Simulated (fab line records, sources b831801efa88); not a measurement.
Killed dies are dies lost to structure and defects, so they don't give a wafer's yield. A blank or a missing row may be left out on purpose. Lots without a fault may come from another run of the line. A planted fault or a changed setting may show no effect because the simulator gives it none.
Chamber matching | flow sky130 | SKY_FIELD_ISO_CMP_27 on cmp-02: 4 sister chambers
The step polishes, stops on Si3N4, t overpolish 16 s, target thk 457.8 nm. 20 wafers are shown with their chamber, then 10 later ones without.

WAFERS WITH THEIR CHAMBER
wafer  | chamber | motor_current_A (A) | time_to_endpoint_s (s) | overpolish_run_s (s)
L540.1 | 3       | 12.9                | 118                    | 15.996
L540.2 | 0       | 11.6                | 113                    | 16.001
L540.6 | 0       | 11.2                | 117                    | 16.008
L542.3 | 0       | 11.1                | 122                    | 16.004
L542.5 | 2       | 13.1                | 120                    | 16.011
L542.6 | 1       | 12.5                | 118                    | 16.016
L543.1 | 1       | 12.4                | 117                    | 15.992
L543.4 | 3       | 12.4                | 118                    | 15.993
L543.6 | 3       | 12.3                | 116                    | 15.974
L544.1 | 1       | 12.7                | 117                    | 16.001
L544.4 | 0       | 11.2                | 119                    | 15.975
L544.6 | 2       | 13.8                | 126                    | 15.988
L547.1 | 0       | 11.4                | 114                    | 16.008
L547.2 | 2       | 13.0                | 109                    | 16.002
L547.5 | 0       | 11.4                | 109                    | 16.009
L548.3 | 3       | 11.9                | 118                    | 15.992
L548.4 | 1       | 12.4                | 113                    | 16.009
L548.6 | 3       | 12.8                | 116                    | 16.007
L556.2 | 0       | 11.5                | 108                    | 15.985
L556.3 | 3       | 12.8                | 118                    | 16.001

SIGNATURES (means of the wafers above)
reading            | chamber 0 | chamber 1 | chamber 2 | chamber 3 | scatter within a chamber
motor_current_A    | 11.343    | 12.500    | 13.300    | 12.517    | 0.294
time_to_endpoint_s | 114.57    | 116.25    | 118.33    | 117.33    | 4.52
overpolish_run_s   | 15.99857  | 16.00450  | 16.00033  | 15.99383  | 0.0119
Rule: a wafer's distance from a chamber is the root of the sum, over the readings, of the square of ((its reading less the chamber's mean) divided by the reading's scatter). The wafer belongs to the nearest chamber; if the next one is less than 2 further off, it can't be placed. The scatter: the root of (the sum of the squares of (reading less its chamber's mean) over the shown wafers, divided by (wafers less chambers)).

WAFERS WITHOUT THEIR CHAMBER
wafer  | motor_current_A (A) | time_to_endpoint_s (s) | overpolish_run_s (s)
L556.5 | 12.5                | 113                    | 16.001
L558.3 | 12.0                | 110                    | 16.013
L558.4 | 12.1                | 110                    | 15.987
L558.6 | 12.3                | 117                    | 15.996
L560.2 | 11.8                | 116                    | 15.997
L560.3 | 11.8                | 118                    | 16.000
L560.4 | 12.5                | 116                    | 16.006
L562.3 | 11.9                | 120                    | 16.011
L562.4 | 11.9                | 107                    | 15.998
L562.5 | 12.3                | 118                    | 16.011

WHICH CHAMBER EACH WENT THROUGH
wafer  | from the rows above          | in truth
L556.5 | can't be placed: 1 or 3      | 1
L558.3 | can't be placed: 1 or 0 or 3 | 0
L558.4 | can't be placed: 3 or 1 or 0 | 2
L558.6 | can't be placed: 3 or 1      | 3
L560.2 | can't be placed: 0 or 1 or 3 | 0
L560.3 | can't be placed: 0 or 1 or 3 | 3
L560.4 | can't be placed: 1 or 3      | 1
L562.3 | can't be placed: 1 or 0 or 3 | 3
L562.4 | can't be placed: 0 or 1 or 3 | 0
L562.5 | can't be placed: 1 or 3      | 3
Placed correctly: 0 of 10. Can't be placed from these rows: 10 (the true chamber is among the candidates in 9). Placed wrongly: 0.
